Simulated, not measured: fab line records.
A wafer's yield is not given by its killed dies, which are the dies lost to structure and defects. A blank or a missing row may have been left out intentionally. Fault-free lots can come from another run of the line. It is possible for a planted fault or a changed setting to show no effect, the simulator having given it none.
Chamber matching + flow gf180mcu + GF_V2_CVD_02 on pecvd-04 has 3 sister chambers
The step deposits SiO2 from TEOS, target thk 850 nm, time 94.851 s. 16 wafers are shown with their chamber, then 8 later ones without.

WAFERS PAIRED WITH THEIR CHAMBERS
| wafer  | chamber | heaterPowerW (W) |
|--------|---------|------------------|
| L080.1 | 2       | 632              |
| L080.2 | 0       | 660              |
| L080.4 | 2       | 690              |
| L085.2 | 1       | 754              |
| L085.5 | 1       | 596              |
| L085.6 | 0       | 533              |
| L086.1 | 0       | 544              |
| L086.3 | 2       | 600              |
| L086.6 | 1       | 733              |
| L089.1 | 1       | 736              |
| L089.2 | 0       | 669              |
| L089.3 | 2       | 703              |
| L091.2 | 2       | 718              |
| L091.3 | 1       | 727              |
| L091.4 | 2       | 574              |
| L092.2 | 1       | 647              |

SIGNATURES, as means of the wafers listed above
| reading      | chamber 0 | chamber 1 | chamber 2 | scatter within a chamber |
|--------------|-----------|-----------|-----------|--------------------------|
| heaterPowerW | 601.50    | 698.83    | 652.83    | 64                       |
Rule: a wafer lies at a distance from a chamber equal to the root of the sum of squares, over the readings, of (its reading less the chamber's mean, divided by the reading's scatter). If the next closest chamber is less than 2 further off than the closest, the wafer can't be placed; otherwise it belongs to the closest. The scatter: take each reading less its chamber's mean, square it, sum over the shown wafers, divide by the number of wafers less the number of chambers, and take the root.

WAFERS MISSING THEIR CHAMBER
| wafer  | heaterPowerW (W) |
|--------|------------------|
| L092.5 | 669              |
| L092.6 | 677              |
| L094.2 | 629              |
| L094.3 | 645              |
| L094.4 | 691              |
| L096.3 | 646              |
| L096.5 | 700              |
| L096.6 | 706              |

EACH ONE'S CHAMBER
| wafer  | from the rows above          | in truth |
|--------|------------------------------|----------|
| L092.5 | can't be placed: 2 or 1 or 0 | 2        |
| L092.6 | can't be placed: 1 or 2 or 0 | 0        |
| L094.2 | can't be placed: 2 or 0 or 1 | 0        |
| L094.3 | can't be placed: 2 or 0 or 1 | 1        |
| L094.4 | can't be placed: 1 or 2 or 0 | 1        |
| L096.3 | can't be placed: 2 or 0 or 1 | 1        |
| L096.5 | can't be placed: 1 or 2 or 0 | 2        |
| L096.6 | can't be placed: 1 or 2 or 0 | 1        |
0 of 8 placed correctly. Cannot be placed on the basis of these rows: 8; the candidates contain the true chamber in 8. Wrongly placed: 0.
